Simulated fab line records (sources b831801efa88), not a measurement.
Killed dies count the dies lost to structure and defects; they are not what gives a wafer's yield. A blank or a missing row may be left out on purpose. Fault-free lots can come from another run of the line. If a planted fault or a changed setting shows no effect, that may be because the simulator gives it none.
A struck lot beside a sound one || flow sky130 || 44 steps out of a route of 708
Sound: these wafers, L233.2, L233.3, L233.5. Wafers L248.2, L248.3, L248.5 were the ones struck. The cause is named last.
Per side, at each step with rows, come the tool, then ch with its chambers, and then its first start. Under that, the readings that differ: sound wafers || struck wafers || difference of the means || sigmas: that difference in standard deviations of wafers without a fault.
alike: readings with means less than 2 such deviations apart, plus words and numbers identical on both sides. not compared: withheld readings, readings lacking a value on some wafer, bounds such as >300 that could conceal the same value, and numbers that have no deviation in the record and whose values overlap.
Wherever a step has rows on one side only, a row that says differs or no value, or a row with sigmas, the two part there. Numbers that don't overlap but have no deviation are shown without sigmas and don't part them. A reading that every wafer of one side lacks parts them only if that side has two wafers or more.

first, 1 step without rows for these wafers: SKY_METAL2_DEVELOP_14 (develop time 60 s).
SKY_METAL2_CD_MEAS_15: target cd 140 nm.
  sound on cd-sem-01, day 37 13:40; struck on cd-sem-02, day 41 16:02
  alike: cd-nm
SKY_METAL2_OVL_MEAS_16:
  sound on overlay-02, day 37 13:46; struck on overlay-01, day 41 16:08
  alike: METAL2_OVL
then, 3 steps without rows for these wafers: SKY_METAL2_DESCUM_17 (chemistry O2, time 8 s); SKY_METAL2_ETCH_18 (etches BARC in N2/H2, stops on SiO2, time 45.9 s, target depth 60 nm); SKY_METAL2_METAL_ETCH_19 (etches the open film in Cl2/BCl3, stops on SiO2, target depth 360 nm, time 78 s).
SKY_METAL2_STRIP_20: strips in O2/N2.
  sound on plasma-asher-03 ch 0,1, day 37 13:59; struck on plasma-asher-04 ch 0, day 41 16:21
  alike: drypump-motor-current-A, oes-product-au, strip-time-to-endpoint-s
  not compared: rf-hours-counter-h
then, 4 steps without rows for these wafers: SKY_METAL2_STRIP_21 (strips in post etch residue remover, time 1200 s); SKY_METAL2_CLEAN_22 (cleans in IPA, time 180 s); SKY_METAL2_CLEAN_23 (cleans in O3/DIW); SKY_VIA2_HDPCVD_00 (deposits SiO2, target thk 1180 nm, time 196.7 s).
SKY_VIA2_THK_MEAS_01:
  sound on film-metro-03, day 37 14:44; struck on film-metro-03, day 41 17:10
  alike: VIA2_HDPCVD_THK
SKY_VIA2_CMP_02: polishes SiO2.
  sound on cmp-02 ch 0,1,2, day 37 14:47; struck on cmp-02 ch 0,1,3, day 41 17:16
{"reading": "model.SiO2_of_VIA2_HDPCVD_00.thk-nm (nm)", "sound": "495.1 496.5 494.1", "struck": "542.2 545.6 545.1", "difference": "+49.1", "sigmas": ""}
  alike: motor-current-A
SKY_VIA2_BOW_MEAS_03:
  sound on film-metro-02, day 37 15:07; struck on film-metro-03, day 41 17:32
  alike: VIA2_BOW
then, 8 steps without rows for these wafers: SKY_VIA2_DEHYDRATE_04 (time 60 s); SKY_VIA2_HMDS_05 (prime time 60 s); SKY_VIA2_COAT_06 (resist thk 60 nm); SKY_VIA2_COAT_07 (resist thk 450 nm); SKY_VIA2_SOFTBAKE_08 (time 90 s); SKY_VIA2_EXPOSE_09 (exposes mask VIM2, target cd 200 nm); SKY_VIA2_PEB_10; SKY_VIA2_DEVELOP_11 (develop time 60 s).
SKY_VIA2_CD_MEAS_12: target cd 200 nm.
  sound on cd-sem-01, day 38 16:56; struck on cd-sem-01, day 42 17:23
  alike: cd-nm
SKY_VIA2_OVL_MEAS_13:
  sound on overlay-02, day 38 17:02; struck on overlay-01, day 42 17:29
  alike: VIA2_OVL
then, 1 step without rows for these wafers: SKY_VIA2_ETCH_14 (etches BARC in N2/H2, stops on SiO2, time 45.9 s, target depth 60 nm).
SKY_VIA2_ETCH_15: etches SiO2 in C4F8/O2/Ar, stops on TiN, target depth 546 nm, time 84 s.
  sound on rie-diel-03 ch 2,3, day 38 17:06; struck on rie-diel-03 ch 0,3, day 42 17:34
{"reading": "oes-product-au (a.u.)", "sound": "0.943 0.940 0.938", "struck": "0.975 0.989 0.979", "difference": "+0.041", "sigmas": "+8"}
{"reading": "model.VIA2.feature-depth-nm (nm)", "sound": "495.1 496.5 494.1", "struck": "534.1 529.6 529", "difference": "+35.7", "sigmas": ""}
{"reading": "model.etch.depth-nm (nm)", "sound": "495.1 496.5 494.1", "struck": "534.1 529.6 529", "difference": "+35.7", "sigmas": ""}
  not compared: rf-hours-counter-h
SKY_VIA2_STRIP_16: strips in O2/N2.
  sound on plasma-asher-02 ch 0,1, day 38 17:10; struck on plasma-asher-01 ch 0,1, day 42 17:37
  alike: drypump-motor-current-A, oes-product-au, strip-time-to-endpoint-s
  not compared: rf-hours-counter-h
then, 3 steps without rows for these wafers: SKY_VIA2_STRIP_17 (strips in post etch residue remover, time 1200 s); SKY_VIA2_CLEAN_18 (cleans in IPA, time 180 s); SKY_VIA2_CLEAN_19 (cleans in O3/DIW).
SKY_VIA2_SPUTTER_20: material TiN, target thk 20 nm, time 80 s.
  sound on pvd-sputter-02, day 38 17:46; struck on pvd-sputter-04, day 42 18:13
  alike: throttle-valve-pct
then, 1 step without rows for these wafers: SKY_VIA2_CVD_21 (deposits W, target thk 420 nm, time 126.4 s).
SKY_VIA2_RS_MEAS_22: the measuring method here is four-point-probe.
  sound on film-metro-03, day 38 18:07; struck on film-metro-03, day 42 18:34
  alike: VIA2_W_RS
SKY_VIA2_THK_MEAS_23: measures by xrf.
  sound on film-metro-03, day 38 18:13; struck on film-metro-03, day 42 18:40
  alike: VIA2_W_THK
then, 2 steps without rows for these wafers: SKY_VIA2_CMP_24 (polishes, stops on SiO2, t overpolish 20 s, target thk 0 nm); SKY_METAL3_SPUTTER_00 (material Ti, target thk 15 nm, time 10 s).
SKY_METAL3_SPUTTER_01: material TiN, target thk 20 nm, time 16.7 s.
  sound on pvd-sputter-04, day 38 18:35; struck on pvd-sputter-02, day 42 19:03
  alike: throttle-valve-pct
SKY_METAL3_SPUTTER_02: material AlCu, target thk 735 nm, time 39.1 s.
  sound on pvd-sputter-04, day 38 18:37; struck on pvd-sputter-02, day 43 07:05
  alike: throttle-valve-pct
then, 3 steps without rows for these wafers: SKY_METAL3_SPUTTER_03 (material Ti, target thk 5 nm, time 3.3 s); SKY_METAL3_SPUTTER_04 (material TiN, target thk 70 nm, time 58.3 s); SKY_CAPM_CVD_00 (deposits SiO2, target thk 15.5 nm).
SKY_CAPM_THK_MEAS_01:
  sound on film-metro-04, day 38 18:45; struck on film-metro-02, day 43 07:13
  alike: CAPM_CVD_00_THK
SKY_METAL3_METAL_ETCH_18: etches the open film in Cl2/BCl3, stops on SiO2, target depth 845 nm, time 183.1 s.
  sound on rie-metal-04 ch 0, day 40 20:28; struck on rie-metal-03 ch 1, day 45 04:44
{"reading": "drypump-motor-current-A (A)", "sound": "5.4 5.4 5.4", "struck": "6.3 6.3 6.3", "difference": "+0.9", "sigmas": "+3"}
{"reading": "model.SiO2_of_VIA2_HDPCVD_00.thk-nm (nm)", "sound": "465.8 467.1 464.7", "struck": "512.6 516.2 515.5", "difference": "+48.9", "sigmas": ""}
  alike: oes-product-au, throttle-valve-pct
  not compared: rf-hours-counter-h
-- the record jumps here: 6 days lie between the struck wafers' starts before and after (it left off in module METAL3 and takes up again in module PAD_OPEN, whose first step shown is number 708 of the route) --
SKY_PAD_OPEN_PROBE_99:
  sound on prober-02, day 47 17:40; struck on prober-01, day 50 23:36
  alike: defect-limited-yield, killed_at_M0_to_M3, killed_at_M4_up, killed-at-contacts, killed-at-front-end, killed-at-other, killed-dies, killed-open, killed-short
  not compared: model.etest.via2-chain.rc-ohm

== WHERE THEY PART ==
Earliest at SKY_VIA2_ETCH_15; latest, in this record, at SKY_METAL3_METAL_ETCH_18. Later steps at which nothing parts them and some readings are alike: SKY_PAD_OPEN_PROBE_99.

WHY: the cause the simulator had injected
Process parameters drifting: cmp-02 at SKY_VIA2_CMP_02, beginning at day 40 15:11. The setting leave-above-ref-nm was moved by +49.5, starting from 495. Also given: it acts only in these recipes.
